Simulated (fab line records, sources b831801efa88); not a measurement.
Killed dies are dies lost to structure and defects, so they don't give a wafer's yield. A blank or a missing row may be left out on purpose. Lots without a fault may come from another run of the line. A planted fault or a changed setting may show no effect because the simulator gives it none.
Problem report in the 8D (eight disciplines) form, filled by code | flow gf180mcu | the parts of the form that need people (team, actions taken, sign-off) are left out

1. THE PROBLEM
heater_power_total_W at GF_MVPSD_DEHYDRATE_00 reads a mean of 161.13 W on 6 wafers of 2 lots; wafers without a fault read 158.45 W with a standard deviation of 0.13. That is +21 standard deviations from the usual mean.
The step: time 60 s.
First seen on wafer L730.1, day 9 00:19, on litho_track-04. The record holds 42 wafers of 14 lots with a number at this step. Rule for "out", or "out of limits": more than 4 standard deviations from the usual mean. The other wafers with a number count as sound.

2. WHAT IT IS AND WHAT IT IS NOT
question                    | is                                 | is not
which readings at this step | heater_power_total_W, run_length_s | -
which lots                  | L730, L731                         | L713, L714, L715, L717, L719, L720, L721, L722, L723, L732, L734, L735
which wafers of those lots  | all that have a number             | -
read on which tools         | litho_track-04                     | litho_track-01, litho_track-02
when                        | from day 9 00:19                   | up to then (27 sound wafers); but 9 sound wafers of L732, L734, L735 came after

3. SUSPECTS, AND WHAT RULES EACH OUT
Counting: a tool at a process step up to the reading stays a suspect if it ran every lot that is out and no sound lot after the first of them.
- litho_track-04 at GF_MVPSD_DEHYDRATE_00 (time 60 s): kept. It ran every lot that is out, first L730 (day 9 00:19), and no sound lot after that; its last sound lot up to then is L719 (day 6 12:31). Its own readings are out on those wafers: heater_power_total_W, run_length_s.
Left after counting: litho_track-04 at GF_MVPSD_DEHYDRATE_00.

4. THE CAUSE (what the simulator had put in)
Process parameter drift: litho_track-04, from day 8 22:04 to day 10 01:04, at GF_MVPSD_DEHYDRATE_00. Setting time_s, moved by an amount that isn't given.
Counting left only this tool.

5. THE CHAIN OF EFFECTS, in route order
Each row: a reading whose mean over the struck wafers that have a number lies more than 3 standard deviations from the usual. Only readings for which the record gives a usual standard deviation are gone through. hours: the time from each lot's start at the first step in this table that gives one to its start at this step, as a median over the lots. sigmas: the change in usual standard deviations.
hours | step                  | reading              | usual    | on struck wafers | change | sigmas
0     | GF_MVPSD_DEHYDRATE_00 | heater_power_total_W | 158.45 W | 161.13           | +2.69  | +21
0     | GF_MVPSD_DEHYDRATE_00 | run_length_s         | 89.23 s  | 86.07            | -3.16  | -19
The process steps in it:
- GF_MVPSD_DEHYDRATE_00: time 60 s.
Later measuring or inspecting steps at which every struck wafer that the step has a row for has a number for every such reading, and none has moved that far: GF_VT_IMPLANT_TW_MEAS_10.

6. WHAT WOULD HAVE CAUGHT IT SOONER
In this record the first reading out of limits was taken at day 9 00:19, 2 hours after the fault began at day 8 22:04.
